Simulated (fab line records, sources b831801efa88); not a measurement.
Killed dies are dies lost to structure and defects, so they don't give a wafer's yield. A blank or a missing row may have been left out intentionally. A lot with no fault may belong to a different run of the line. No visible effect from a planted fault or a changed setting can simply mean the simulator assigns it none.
Chamber matching + flow gf180mcu + rieSi-02 running GF_STI_ETCH_14: 4 sister chambers
The step etches Si in HBr/Cl2/O2, target depth 360 nm, time 102.9 s. 14 wafers are shown with their chamber, then 7 later ones without.

== WAFERS WITH THEIR CHAMBER ==
| wafer  | chamber | oesProductAu (a.u.) | throttleValvePct (%) |
|--------|---------|---------------------|----------------------|
| L855.4 | 0       | 1.004               | 25.651               |
| L855.5 | 0       | 1.003               | 25.653               |
| L855.6 | 3       | 0.999               | 25.656               |
| L860.3 | 2       | 1.001               | 25.668               |
| L860.5 | 0       | 1.002               | 25.652               |
| L860.6 | 1       | 1.000               | 25.650               |
| L870.2 | 3       | 0.998               | 25.664               |
| L870.3 | 1       | 0.991               | 25.666               |
| L870.4 | 2       | 1.001               | 25.648               |
| L873.2 | 2       | 1.016               | 25.645               |
| L873.4 | 2       | 1.021               | 25.661               |
| L873.6 | 1       | 0.995               | 25.672               |
| L874.1 | 1       | 0.997               | 25.668               |
| L874.4 | 0       | 1.012               | 25.651               |

SIGNATURES, as means of the wafers listed above
| reading          | chamber 0 | chamber 1 | chamber 2 | chamber 3 | scatter within a chamber |
|------------------|-----------|-----------|-----------|-----------|--------------------------|
| oesProductAu     | 1.00525   | 0.99575   | 1.00975   | 0.99850   | 0.00652                  |
| throttleValvePct | 25.65175  | 25.66400  | 25.65550  | 25.66000  | 0.00817                  |
Rule: for a wafer and a chamber, the distance is found by dividing, reading by reading, the gap between the wafer's reading and the chamber's mean by the reading's scatter, squaring, summing and taking the root. The wafer belongs to the nearest chamber; if the next one is less than 2 further off, it can't be placed. The scatter: take each reading less its chamber's mean, square it, sum over the shown wafers, divide by the number of wafers less the number of chambers, and take the root.

== WAFERS WHOSE CHAMBER IS MISSING ==
| wafer  | oesProductAu (a.u.) | throttleValvePct (%) |
|--------|---------------------|----------------------|
| L874.5 | 1.000               | 25.663               |
| L875.2 | 1.005               | 25.646               |
| L875.4 | 1.008               | 25.663               |
| L875.5 | 1.003               | 25.657               |
| L876.2 | 1.010               | 25.649               |
| L876.4 | 0.996               | 25.659               |
| L876.5 | 0.990               | 25.650               |

== CHAMBER TAKEN BY EACH ==
| wafer  | from the rows above               | in truth |
|--------|-----------------------------------|----------|
| L874.5 | can't be placed: 3 or 1 or 0 or 2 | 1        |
| L875.2 | can't be placed: 0 or 2 or 3 or 1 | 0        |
| L875.4 | can't be placed: 2 or 0 or 3 or 1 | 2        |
| L875.5 | can't be placed: 0 or 3 or 2 or 1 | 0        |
| L876.2 | can't be placed: 2 or 0 or 3      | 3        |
| L876.4 | can't be placed: 3 or 1 or 0 or 2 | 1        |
| L876.5 | can't be placed: 3 or 1 or 0 or 2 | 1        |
0 of 7 placed correctly. Cannot be placed on the basis of these rows: 7; the candidates contain the true chamber in 7. Placed wrongly: 0.
